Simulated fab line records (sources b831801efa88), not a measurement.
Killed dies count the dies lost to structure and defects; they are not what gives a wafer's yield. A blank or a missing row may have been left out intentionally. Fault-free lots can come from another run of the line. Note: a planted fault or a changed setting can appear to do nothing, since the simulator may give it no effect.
fab line records -- flow sfqLine
[record] lots = 5, wafers = 27
route steps=325 shown A5B@209 I5@236 M6@263 M7@282 M8@321
startH: start of the lot's first displayed wafer, in hours after the record's first day -- waitH: hours from the lot's prior step to this one -- " unchanged from the row above -- L1.1+2: a row that stands for several wafers -- - either no value or no given start -- * or withheld: withheld -- < > ~ a bound
route shown NAME@n: NAME is a module with steps in the file, n the number in the route of the first one -- usual: average and standard deviation across the fault-free wafers -- same: alike in all rows -- chamber/n: place in a boat -- sites: readings site by site -- _std_site: the values' standard deviation -- _edge_site: mean of outer sites minus mean of inner sites -- radiusMm: for every site, how far away it sits from the centre of the wafer -- mask NAME#n: copy n -- behind: the most recent tool/chamber to have shaped the wafer -- hold: the reason the lot was held/the length of the hold in hours/how it ended -- device: whichever transistor did not switch (one of n, p or np) -- end of line: tests run on the same wafers once the route is complete -- a step with no rows: only its recipe -- killed: at the first sort, the dies lost to defects and structure; wafer yield is something else -- map: a wafer's dies, marking killed ones x, the rest . and places with no die _
set.NAME: the setting that was run; set.NAME@STEP: the one run at that earlier step -- model.NAME: the simulator's own value behind a step, which no gauge read
lots where settings were altered on purpose, with a table for each step and a row for each wafer
[[steps]]
[step SFQ_TRILAYER_A5B_DEP_PECVD_129]
[recipe] material = SiO2, tempC = 150, timeS = 133.33, pressureTorr = 2.4, rfW = 183.3, precursor = SiH4/N2O, targetThkNm = 600
lot.wafer,tool,chamber,startH,waitH,set.timeS,model.SiO2_of_TRILAYER_A5B_DEP_PECVD_129.thkNm
L074.1,pecvd-04,1,1142.84,0.0,133.33,594.1
L074.2,pecvd-04,2,1142.84,0.0,200.5,903.4
L074.3,pecvd-04,0,1142.84,0.0,133.33,598.7
L074.4,pecvd-04,2,1142.84,0.0,133.33,606.8
L074.5,pecvd-04,1,1142.84,0.0,200.5,905.8
L074.6,pecvd-04,0,1142.84,0.0,200.5,916.8
L080.1,pecvd-04,0,1188.46,0.0,133.33,603.3
L080.2,pecvd-04,2,1188.46,0.0,133.33,587.1
L080.5,pecvd-04,1,1188.46,0.0,133.33,592.4
L081.1,pecvd-03,2,1201.64,0.0,133.33,616.2
L081.2,pecvd-03,1,1201.64,0.0,133.33,616.6
L081.3,pecvd-03,0,1201.64,0.0,66.16,305.6
L081.4,pecvd-03,0,1201.64,0.0,66.16,308.1
L081.5,pecvd-03,2,1201.64,0.0,66.16,318.4
L081.6,pecvd-03,1,1201.64,0.0,133.33,621
L083.1,pecvd-03,0,1223.26,0.0,133.33,589.1
L083.2,pecvd-03,1,1223.26,0.0,133.33,598.5
L083.3,pecvd-03,2,1223.26,0.0,133.33,606.5
L083.4,pecvd-03,1,1223.26,0.0,166.6,761.1
L083.5,pecvd-03,2,1223.26,0.0,166.6,762.3
L083.6,pecvd-03,0,1223.26,0.0,166.6,750
L084.1,pecvd-03,0,1224.46,0.0,57.24,255.2
L084.2,pecvd-03,2,1224.46,0.0,133.33,607
L084.3,pecvd-03,1,1224.46,0.0,133.33,601.5
L084.4,pecvd-03,0,1224.46,0.0,57.24,254.6
L084.5,pecvd-03,1,1224.46,0.0,133.33,602.2
L084.6,pecvd-03,2,1224.46,0.0,57.24,266.1
[step SFQ_TRILAYER_I5_BARC_OPEN_VIA_ETCH_200]
[recipe] maskMaterial = PR, chemistry = O2, targetDepthNm = 125, target = BARC, sourceW = 500, biasW = 80, pressureMtorr = 30, timeS = 41.7
[usual] oesProductAu = 0.686/0.0037
lot.wafer,tool,chamber,startH,waitH,set.timeS,oesProductAu,model.KrF_of_TRILAYER_I5_LITHO_COAT_144.thkNm
L074.1,rieDiel-01,0,1442.03,0.0,41.7,0.679,583.1
L074.2,rieDiel-01,3,1442.03,0.0,63.44,0.634,553.6
L074.3,rieDiel-01,1,1442.03,0.0,63.44,0.649,555.6
L074.4,rieDiel-01,2,1442.03,0.0,63.44,0.642,553.5
L074.5,rieDiel-01,3,1442.03,0.0,41.7,0.687,583.4
L074.6,rieDiel-01,2,1442.03,0.0,41.7,0.683,583.4
L080.1,rieDiel-02,2,1482.83,0.0,41.7,0.685,586.4
L080.2,rieDiel-02,3,1482.83,0.0,41.7,0.689,584.8
L080.5,rieDiel-02,2,1482.83,0.0,41.7,0.684,588
L081.1,rieDiel-01,1,1498.56,0.0,53.97,0.660,568.4
L081.2,rieDiel-01,2,1498.56,0.0,41.7,0.685,585.5
L081.3,rieDiel-01,0,1498.56,0.0,53.97,0.658,568.3
L081.4,rieDiel-01,3,1498.56,0.0,41.7,0.686,586.4
L081.5,rieDiel-01,0,1498.56,0.0,53.97,0.656,569.2
L081.6,rieDiel-01,3,1498.56,0.0,41.7,0.683,586
L083.1,rieDiel-03,1,1516.56,0.0,41.7,0.679,582
L083.2,rieDiel-03,2,1516.56,0.0,41.7,0.693,581.9
L083.3,rieDiel-03,1,1516.56,0.0,41.7,0.683,584.7
L083.4,rieDiel-03,2,1516.56,0.0,41.7,0.688,584.2
L083.5,rieDiel-03,1,1516.56,0.0,41.7,0.684,583.3
L083.6,rieDiel-03,2,1516.56,0.0,41.7,0.683,584.1
L084.1,rieDiel-01,2,1518.96,0.0,41.7,0.689,587.2
L084.2,rieDiel-01,3,1518.96,0.0,41.7,0.687,586.6
L084.3,rieDiel-01,1,1518.96,0.0,49.06,0.677,577.3
L084.4,rieDiel-01,0,1518.96,0.0,49.06,0.666,576.8
L084.5,rieDiel-01,3,1518.96,0.0,41.7,0.689,585.8
L084.6,rieDiel-01,0,1518.96,0.0,49.06,0.664,578.3
[step SFQ_TRILAYER_M6_ETCH_METAL_ETCH_162]
[recipe] target = Nb, stopOn = SiO2, maskMaterial = PR, chemistry = Cl2/Ar, targetDepthNm = 240, icpW = 600, biasW = 80, pressureMtorr = 10, timeS = 120
[usual] oesProductAu = 0.896/0.0069
lot.wafer,tool,chamber,startH,waitH,set.timeS,oesProductAu,model.M6.featureDepthNm,model.KrF_of_TRILAYER_M6_LITHO_COAT_159.thkNm
L074.1,rieMetal-02,0,1583.60,0.0,120,0.900,202.7,376
L074.2,rieMetal-02,1,1583.60,0.0,120,0.899,202.6,379.2
L074.3,rieMetal-02,1,1583.60,0.0,120,0.901,202.3,378.9
L074.4,rieMetal-02,0,1583.60,0.0,165.7,0.865,210.2,320.6
L074.5,rieMetal-02,1,1583.60,0.0,165.7,0.869,209.9,326.4
L074.6,rieMetal-02,0,1583.60,0.0,165.7,0.877,211.7,319.8
L080.1,rieMetal-03,1,1624.10,0.0,120,0.892,202.6,380.9
L080.2,rieMetal-03,0,1624.10,0.0,120,0.892,202.3,376.8
L080.5,rieMetal-03,0,1624.10,0.0,120,0.897,202.2,377
L081.1,rieMetal-03,0,1641.69,0.0,120,0.890,198.3,375.2
L081.2,rieMetal-03,1,1641.69,0.0,140.5,0.870,201.9,356.2
L081.3,rieMetal-03,0,1641.69,0.0,140.5,0.869,200.6,351.7
L081.4,rieMetal-03,1,1641.69,0.0,120,0.894,199.3,379.5
L081.5,rieMetal-03,0,1641.69,0.0,120,0.896,200.8,375.1
L081.6,rieMetal-03,1,1641.69,0.0,140.5,0.878,203.3,357.2
L083.1,rieMetal-02,1,1750.40,0.0,69.72,0.997,138.1,437.6
L083.2,rieMetal-02,0,1750.40,0.0,120,0.899,200.7,374.3
L083.3,rieMetal-02,1,1750.40,0.0,69.72,0.998,138.4,439.8
L083.4,rieMetal-02,0,1750.40,0.0,120,0.895,199.2,376
L083.5,rieMetal-02,1,1750.40,0.0,120,0.898,199.3,380.7
L083.6,rieMetal-02,0,1750.40,0.0,69.72,1.004,140.5,436.5
L084.1,rieMetal-01,1,1754.06,0.1,120,0.906,203,382.4
L084.2,rieMetal-01,1,1754.06,0.1,120,0.907,203.4,384.2
L084.3,rieMetal-01,1,1754.06,0.1,64.18,0.996,127,447.7
L084.4,rieMetal-01,1,1754.06,0.1,64.18,0.988,126.4,446.6
L084.5,rieMetal-01,1,1754.06,0.1,64.18,0.989,126.3,450.5
L084.6,rieMetal-01,1,1754.06,0.1,120,0.906,204.4,383.5
[step SFQ_TRILAYER_M7_DEP_SPUTTER_175]
[recipe] material = Nb, basePressurePa = 1.33e-06, chamberPressurePa = 0.1333, substrateTempC = 20, targetThkNm = 200, powerW = 2000, timeS = 133.3
lot.wafer,tool,chamber,startH,waitH,set.timeS,model.Nb_of_TRILAYER_M7_DEP_SPUTTER_175.thkNm
L074.1,pvdSputter-04,-,1704.52,0.0,162.6,245.6
L074.2,pvdSputter-04,-,1704.52,0.0,162.6,248.7
L074.3,pvdSputter-04,-,1704.52,0.0,133.3,200.6
L074.4,pvdSputter-04,-,1704.52,0.0,133.3,199.6
L074.5,pvdSputter-04,-,1704.52,0.0,162.6,243.6
L074.6,pvdSputter-04,-,1704.52,0.0,133.3,204
L080.1,pvdSputter-06,-,1733.17,0.0,133.3,201.6
L080.2,pvdSputter-06,-,1733.17,0.0,133.3,200.1
L080.5,pvdSputter-06,-,1733.17,0.0,133.3,199.3
L081.1,pvdSputter-05,-,1734.89,0.0,133.3,198.9
L081.2,pvdSputter-05,-,1734.89,0.0,133.3,198
L081.3,pvdSputter-05,-,1734.89,0.0,133.3,198.8
L081.4,pvdSputter-05,-,1734.89,0.0,133.3,199.8
L081.5,pvdSputter-05,-,1734.89,0.0,133.3,199.3
L081.6,pvdSputter-05,-,1734.89,0.0,133.3,197.7
L083.1,pvdSputter-04,-,1876.53,0.0,190.4,286.2
L083.2,pvdSputter-04,-,1876.53,0.0,190.4,288.2
L083.3,pvdSputter-04,-,1876.53,0.0,133.3,201
L083.4,pvdSputter-04,-,1876.53,0.0,190.4,287.8
L083.5,pvdSputter-04,-,1876.53,0.0,133.3,201.7
L083.6,pvdSputter-04,-,1876.53,0.0,133.3,203.8
L084.1,pvdSputter-06,-,1881.53,0.0,111,164.9
L084.2,pvdSputter-06,-,1881.53,0.0,133.3,197.2
L084.3,pvdSputter-06,-,1881.53,0.0,111,164
L084.4,pvdSputter-06,-,1881.53,0.0,133.3,193.8
L084.5,pvdSputter-06,-,1881.53,0.0,111,162.1
L084.6,pvdSputter-06,-,1881.53,0.0,133.3,196.7
[step SFQ_M7_RS_MEAS_943]
[recipe] thkMeasGauge = four-point-probe, reads = Nb_of_TRILAYER_M7_DEP_SPUTTER_175
[usual] M7_NB_RS = 0.889/0.0093
lot.wafer,tool,chamber,startH,waitH,set.timeS@TRILAYER_M7_DEP_SPUTTER_175,M7_NB_RS[ohm/sq]
L074.1,filmMetro-01,-,1704.61,0.0,162.6,0.724
L074.2,filmMetro-01,-,1704.61,0.0,162.6,0.715
L074.3,filmMetro-01,-,1704.61,0.0,133.3,0.890
L074.4,filmMetro-01,-,1704.61,0.0,133.3,0.891
L074.5,filmMetro-01,-,1704.61,0.0,162.6,0.727
L074.6,filmMetro-01,-,1704.61,0.0,133.3,0.874
L080.1,filmMetro-04,-,1733.27,0.0,133.3,0.879
L080.2,filmMetro-04,-,1733.27,0.0,133.3,0.888
L080.5,filmMetro-04,-,1733.27,0.0,133.3,0.890
L081.1,filmMetro-02,-,1734.98,0.0,133.3,0.898
L081.2,filmMetro-02,-,1734.98,0.0,133.3,0.900
L081.3,filmMetro-02,-,1734.98,0.0,133.3,0.900
L081.4,filmMetro-02,-,1734.98,0.0,133.3,0.892
L081.5,filmMetro-02,-,1734.98,0.0,133.3,0.895
L081.6,filmMetro-02,-,1734.98,0.0,133.3,0.902
L083.1,filmMetro-02,-,1876.62,0.0,190.4,0.621
L083.2,filmMetro-02,-,1876.62,0.0,190.4,0.616
L083.3,filmMetro-02,-,1876.62,0.0,133.3,0.885
L083.4,filmMetro-02,-,1876.62,0.0,190.4,0.617
L083.5,filmMetro-02,-,1876.62,0.0,133.3,0.884
L083.6,filmMetro-02,-,1876.62,0.0,133.3,0.874
L084.1,filmMetro-01,-,1881.62,0.0,111,1.081
L084.2,filmMetro-01,-,1881.62,0.0,133.3,0.902
L084.3,filmMetro-01,-,1881.62,0.0,111,1.086
L084.4,filmMetro-01,-,1881.62,0.0,133.3,0.917
L084.5,filmMetro-01,-,1881.62,0.0,111,1.103
L084.6,filmMetro-01,-,1881.62,0.0,133.3,0.904
[step SFQ_TRILAYER_M7_LITHO_COAT_182]
[recipe] resist = BARC, spinRpm = 3000, resistThkNm = 62
[step SFQ_TRILAYER_M7_BARC_OPEN_METAL_ETCH_229]
[recipe] maskMaterial = PR, chemistry = O2, targetDepthNm = 125, target = BARC, icpW = 600, biasW = 80, pressureMtorr = 10, timeS = 41.7
[step SFQ_TRILAYER_M7_ETCH_METAL_ETCH_180]
[recipe] target = Nb, stopOn = SiO2, maskMaterial = PR, chemistry = Cl2/Ar, targetDepthNm = 240, icpW = 600, biasW = 80, pressureMtorr = 10, timeS = 120
[usual] oesProductAu = 0.894/0.0069
lot.wafer,tool,chamber,startH,waitH,set.timeS@TRILAYER_M7_DEP_SPUTTER_175,oesProductAu
L074.1,rieMetal-04,0,1820.72,0.0,162.6,0.997
L074.2,rieMetal-04,1,1820.72,0.0,162.6,1.003
L074.3,rieMetal-04,0,1820.72,0.0,133.3,0.895
L074.4,rieMetal-04,1,1820.72,0.0,133.3,0.894
L074.5,rieMetal-04,0,1820.72,0.0,162.6,0.996
L074.6,rieMetal-04,1,1820.72,0.0,133.3,0.902
L080.1,rieMetal-01,1,1850.78,0.1,133.3,0.907
L080.2,rieMetal-01,1,1850.78,0.1,133.3,0.898
L080.5,rieMetal-01,1,1850.78,0.1,133.3,0.883
L081.1,rieMetal-02,1,1851.92,0.0,133.3,0.891
L081.2,rieMetal-02,0,1851.92,0.0,133.3,0.896
L081.3,rieMetal-02,0,1851.92,0.0,133.3,0.894
L081.4,rieMetal-02,1,1851.92,0.0,133.3,0.891
L081.5,rieMetal-02,1,1851.92,0.0,133.3,0.891
L081.6,rieMetal-02,0,1851.92,0.0,133.3,0.886
L083.1,rieMetal-04,0,1958.51,0.0,190.4,0.995
L083.2,rieMetal-04,1,1958.51,0.0,190.4,1.006
L083.3,rieMetal-04,0,1958.51,0.0,133.3,0.897
L083.4,rieMetal-04,1,1958.51,0.0,190.4,0.999
L083.5,rieMetal-04,1,1958.51,0.0,133.3,0.896
L083.6,rieMetal-04,0,1958.51,0.0,133.3,0.904
L084.1,rieMetal-01,1,1964.51,0.0,111,0.806
L084.2,rieMetal-01,0,1964.51,0.0,133.3,0.890
L084.3,rieMetal-01,1,1964.51,0.0,111,0.794
L084.4,rieMetal-01,0,1964.51,0.0,133.3,0.878
L084.5,rieMetal-01,1,1964.51,0.0,111,0.791
L084.6,rieMetal-01,0,1964.51,0.0,133.3,0.876
[step SFQ_TRILAYER_M8_DEP_EVAP_196]
[recipe] material = Au, angularSpreadDeg = 1, targetThkNm = 180, timeS = 900, powerW = 2000
lot.wafer,tool,chamber,startH,waitH,set.timeS,model.Au_of_TRILAYER_M8_DEP_EVAP_196.thkNm
L074.1,pvdSputter-02,-,1923.47,0.1,1300,262.3
L074.2,pvdSputter-02,-,1923.47,0.1,900,181.3
L074.3,pvdSputter-02,-,1923.47,0.1,1300,260.4
L074.4,pvdSputter-02,-,1923.47,0.1,900,183
L074.5,pvdSputter-02,-,1923.47,0.1,900,182.4
L074.6,pvdSputter-02,-,1923.47,0.1,1300,261.8
L080.1,pvdSputter-02,-,1930.67,0.1,900,180.6
L080.2,pvdSputter-02,-,1930.67,0.1,900,180.2
L080.5,pvdSputter-02,-,1930.67,0.1,900,180.7
L081.1,pvdSputter-01,-,2033.07,0.1,463.2,95.98
L081.2,pvdSputter-01,-,2033.07,0.1,900,180.1
L081.3,pvdSputter-01,-,2033.07,0.1,900,180.4
L081.4,pvdSputter-01,-,2033.07,0.1,900,182.4
L081.5,pvdSputter-01,-,2033.07,0.1,463.2,93.66
L081.6,pvdSputter-01,-,2033.07,0.1,463.2,92.85
L083.1,pvdSputter-01,-,2055.87,0.1,900,181.2
L083.2,pvdSputter-01,-,2055.87,0.1,389,79
L083.3,pvdSputter-01,-,2055.87,0.1,389,80.17
L083.4,pvdSputter-01,-,2055.87,0.1,900,184
L083.5,pvdSputter-01,-,2055.87,0.1,900,181.7
L083.6,pvdSputter-01,-,2055.87,0.1,389,79.9
L084.1,pvdSputter-02,-,2061.87,0.1,900,181.9
L084.2,pvdSputter-02,-,2061.87,0.1,1289,260
L084.3,pvdSputter-02,-,2061.87,0.1,1289,258.4
L084.4,pvdSputter-02,-,2061.87,0.1,1289,260.6
L084.5,pvdSputter-02,-,2061.87,0.1,900,184
L084.6,pvdSputter-02,-,2061.87,0.1,900,182
[step SFQ_M8_RS_MEAS_949]
[recipe] thkMeasGauge = four-point-probe, reads = Au_of_TRILAYER_M8_DEP_EVAP_196+Pt_of_TRILAYER_M8_DEP_EVAP_198+Ti_of_TRILAYER_M8_DEP_EVAP_197
[usual] M8_AU_RS = 0.1527/0.0014
lot.wafer,tool,chamber,startH,waitH,set.timeS@TRILAYER_M8_DEP_EVAP_196,M8_AU_RS[ohm/sq]
L074.1,filmMetro-03,-,1923.99,0.3,1300,0.1048
L074.2,filmMetro-03,-,1923.99,0.3,900,0.1520
L074.3,filmMetro-03,-,1923.99,0.3,1300,0.1055
L074.4,filmMetro-03,-,1923.99,0.3,900,0.1510
L074.5,filmMetro-03,-,1923.99,0.3,900,0.1512
L074.6,filmMetro-03,-,1923.99,0.3,1300,0.1050
L080.1,filmMetro-03,-,1931.19,0.3,900,0.1529
L080.2,filmMetro-03,-,1931.19,0.3,900,0.1527
L080.5,filmMetro-03,-,1931.19,0.3,900,0.1524
L081.1,filmMetro-01,-,2033.59,0.3,463.2,0.2927
L081.2,filmMetro-01,-,2033.59,0.3,900,0.1532
L081.3,filmMetro-01,-,2033.59,0.3,900,0.1532
L081.4,filmMetro-01,-,2033.59,0.3,900,0.1516
L081.5,filmMetro-01,-,2033.59,0.3,463.2,0.3016
L081.6,filmMetro-01,-,2033.59,0.3,463.2,0.3042
L083.1,filmMetro-01,-,2056.39,0.3,900,0.1525
L083.2,filmMetro-01,-,2056.39,0.3,389,0.3685
L083.3,filmMetro-01,-,2056.39,0.3,389,0.3624
L083.4,filmMetro-01,-,2056.39,0.3,900,0.1502
L083.5,filmMetro-01,-,2056.39,0.3,900,0.1522
L083.6,filmMetro-01,-,2056.39,0.3,389,0.3636
L084.1,filmMetro-02,-,2062.39,0.3,900,0.1522
L084.2,filmMetro-02,-,2062.39,0.3,1289,0.1060
L084.3,filmMetro-02,-,2062.39,0.3,1289,0.1068
L084.4,filmMetro-02,-,2062.39,0.3,1289,0.1058
L084.5,filmMetro-02,-,2062.39,0.3,900,0.1506
L084.6,filmMetro-02,-,2062.39,0.3,900,0.1518
[step SFQ_M8_THK_MEAS_950]
[recipe] thkMeasGauge = xrf, reads = Au_of_TRILAYER_M8_DEP_EVAP_196
[usual] M8_AU_THK = 181.2/2.1
lot.wafer,tool,chamber,startH,waitH,set.timeS@TRILAYER_M8_DEP_EVAP_196,M8_AU_THK[nm]
L074.1,filmMetro-03,-,1924.11,0.1,1300,263.8
L074.2,filmMetro-03,-,1924.11,0.1,900,181.2
L074.3,filmMetro-03,-,1924.11,0.1,1300,260.2
L074.4,filmMetro-03,-,1924.11,0.1,900,182.8
L074.5,filmMetro-03,-,1924.11,0.1,900,181.9
L074.6,filmMetro-03,-,1924.11,0.1,1300,262.3
L080.1,filmMetro-03,-,1931.31,0.1,900,181.4
L080.2,filmMetro-03,-,1931.31,0.1,900,179.9
L080.5,filmMetro-03,-,1931.31,0.1,900,179.9
L081.1,filmMetro-01,-,2033.71,0.1,463.2,96.8
L081.2,filmMetro-01,-,2033.71,0.1,900,181.0
L081.3,filmMetro-01,-,2033.71,0.1,900,181.0
L081.4,filmMetro-01,-,2033.71,0.1,900,183.6
L081.5,filmMetro-01,-,2033.71,0.1,463.2,93.6
L081.6,filmMetro-01,-,2033.71,0.1,463.2,93.0
L083.1,filmMetro-01,-,2056.51,0.1,900,180.8
L083.2,filmMetro-01,-,2056.51,0.1,389,79.0
L083.3,filmMetro-01,-,2056.51,0.1,389,80.1
L083.4,filmMetro-01,-,2056.51,0.1,900,184.0
L083.5,filmMetro-01,-,2056.51,0.1,900,182.1
L083.6,filmMetro-01,-,2056.51,0.1,389,79.9
L084.1,filmMetro-02,-,2062.51,0.1,900,182.1
L084.2,filmMetro-02,-,2062.51,0.1,1289,260.6
L084.3,filmMetro-02,-,2062.51,0.1,1289,257.6
L084.4,filmMetro-02,-,2062.51,0.1,1289,260.3
L084.5,filmMetro-02,-,2062.51,0.1,900,182.8
L084.6,filmMetro-02,-,2062.51,0.1,900,182.0
[[key]]
[split] step = SFQ_TRILAYER_A5B_DEP_PECVD_129, setting = timeS, stated = 133.33, by = wafer
[response] step = SFQ_TRILAYER_A5B_DEP_PECVD_129, reading = model.SiO2_of_TRILAYER_A5B_DEP_PECVD_129.thkNm, change = +6.11, per = 1%, r = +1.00
[split] step = SFQ_TRILAYER_I5_BARC_OPEN_VIA_ETCH_200, setting = timeS, stated = 41.7, by = wafer
[response] step = SFQ_TRILAYER_I5_BARC_OPEN_VIA_ETCH_200, reading = oesProductAu, change = -0.000849, per = 1%, r = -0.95
[response] step = SFQ_TRILAYER_I5_BARC_OPEN_VIA_ETCH_200, reading = model.KrF_of_TRILAYER_I5_LITHO_COAT_144.thkNm, change = -0.561, per = 1%, r = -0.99
[split] step = SFQ_TRILAYER_M6_ETCH_METAL_ETCH_162, setting = timeS, stated = 120, by = wafer
[response] step = SFQ_TRILAYER_M6_ETCH_METAL_ETCH_162, reading = oesProductAu, change = -0.00172, per = 1%, r = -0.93
[response] step = SFQ_TRILAYER_M6_ETCH_METAL_ETCH_162, reading = model.M6.featureDepthNm, shape = bent, atLowest = 126.6, atStated = 201.5, atHighest = 210.6
[response] step = SFQ_TRILAYER_M6_ETCH_METAL_ETCH_162, reading = model.KrF_of_TRILAYER_M6_LITHO_COAT_159.thkNm, change = -1.42, per = 1%, r = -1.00
[split] step = SFQ_TRILAYER_M7_DEP_SPUTTER_175, setting = timeS, stated = 133.3, by = wafer
[response] step = SFQ_TRILAYER_M7_DEP_SPUTTER_175, reading = model.Nb_of_TRILAYER_M7_DEP_SPUTTER_175.thkNm, change = +1.99, per = 1%, r = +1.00
[response] step = SFQ_M7_RS_MEAS_943, reading = M7_NB_RS, change = -0.00689, per = 1%, r = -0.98
[response] step = SFQ_TRILAYER_M7_ETCH_METAL_ETCH_180, reading = oesProductAu, change = +0.00308, per = 1%, r = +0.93
[split] step = SFQ_TRILAYER_M8_DEP_EVAP_196, setting = timeS, stated = 900, by = wafer
[response] step = SFQ_TRILAYER_M8_DEP_EVAP_196, reading = model.Au_of_TRILAYER_M8_DEP_EVAP_196.thkNm, change = +1.79, per = 1%, r = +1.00
[response] step = SFQ_M8_RS_MEAS_949, reading = M8_AU_RS, change = -0.00247, per = 1%, r = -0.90
[response] step = SFQ_M8_THK_MEAS_950, reading = M8_AU_THK, change = +1.8, per = 1%, r = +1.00
